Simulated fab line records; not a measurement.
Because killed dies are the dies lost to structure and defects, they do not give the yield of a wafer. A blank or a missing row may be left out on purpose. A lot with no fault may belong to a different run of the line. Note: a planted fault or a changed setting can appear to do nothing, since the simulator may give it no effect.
A single fault, viewed from 2 desks | flow sfq-line | only its own numbers are on each desk; what lay behind them is given at the end

TOOL OWNER'S DESK, cmp-01
The tool's own readings at SFQ_TRILAYER_I3_CMP_CMP_082 (polishes SiO2): means of the sampled wafers that have a number, for each lot that ran on this tool. Any lot whose mean is over 4 standard deviations away from the usual mean is out of limits and marked OUT; that distance is given in the brackets.
Columns: A = motor-current-A at SFQ_TRILAYER_I3_CMP_CMP_082, usual 10.1 A; B = time-to-endpoint-s at SFQ_TRILAYER_I3_CMP_CMP_082, usual 216 s
lot  | first seen here | A   | B
L249 | day 30 17:07    | 8.8 | 219
L250 | day 31 03:37    | 9.5 | 216
L256 | day 45 11:57    | 9.1 | 215
L257 | day 46 08:27    | 9.5 | 236
L258 | day 46 14:27    | 9.3 | 245 (+4.4) OUT
L259 | day 47 04:37    | 9.2 | 234
This desk finds L258 out of limits, L258 being first, at day 46 14:27 (time-to-endpoint-s at SFQ_TRILAYER_I3_CMP_CMP_082). L249, L250, L256, L257, L259: within limits.

FROM THE METROLOGY DESK
What the gauges read for every lot (on any tool): the sampled wafers with a number, averaged. Any lot whose mean is over 4 standard deviations away from the usual mean is out of limits and marked OUT; that distance is given in the brackets.
Columns: A = I3_BOW at SFQ_I3_BOW_MEAS_922, usual 5 um
lot  | first seen here | A
L249 | day 30 18:41    | 10
L250 | day 31 06:37    | 10
L251 | day 39 09:42    | 0
L252 | day 39 17:04    | 12
L253 | day 39 20:06    | 7
L254 | day 40 02:06    | -2
L255 | day 45 09:39    | 4
L256 | day 45 14:27    | -5
L257 | day 46 11:28    | -0
L258 | day 46 17:27    | 7
L259 | day 47 07:37    | -0
L267 | day 50 10:26    | 10
L268 | day 50 16:29    | 7
L271 | day 51 17:35    | -2
L272 | day 51 20:34    | -1
This desk's finding: nothing out of limits on any of the 15 lots.

TAKEN TOGETHER
The tool owner's desk could have raised an alarm at day 46 14:27, on L258.
The metrology desk saw nothing out of limits.
The metrology desk has L258 on record, within its limits.
On cmp-01, each named lot ran SFQ_TRILAYER_I3_CMP_CMP_082.

WHAT HAD BEEN PUT IN BY THE SIMULATOR
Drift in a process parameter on cmp-01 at SFQ_TRILAYER_I3_CMP_CMP_082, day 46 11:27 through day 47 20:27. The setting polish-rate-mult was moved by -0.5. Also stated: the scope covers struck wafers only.
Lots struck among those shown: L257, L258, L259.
Delay in hours, fault start to first out-of-limits reading, by desk: the tool owner's desk at 3.
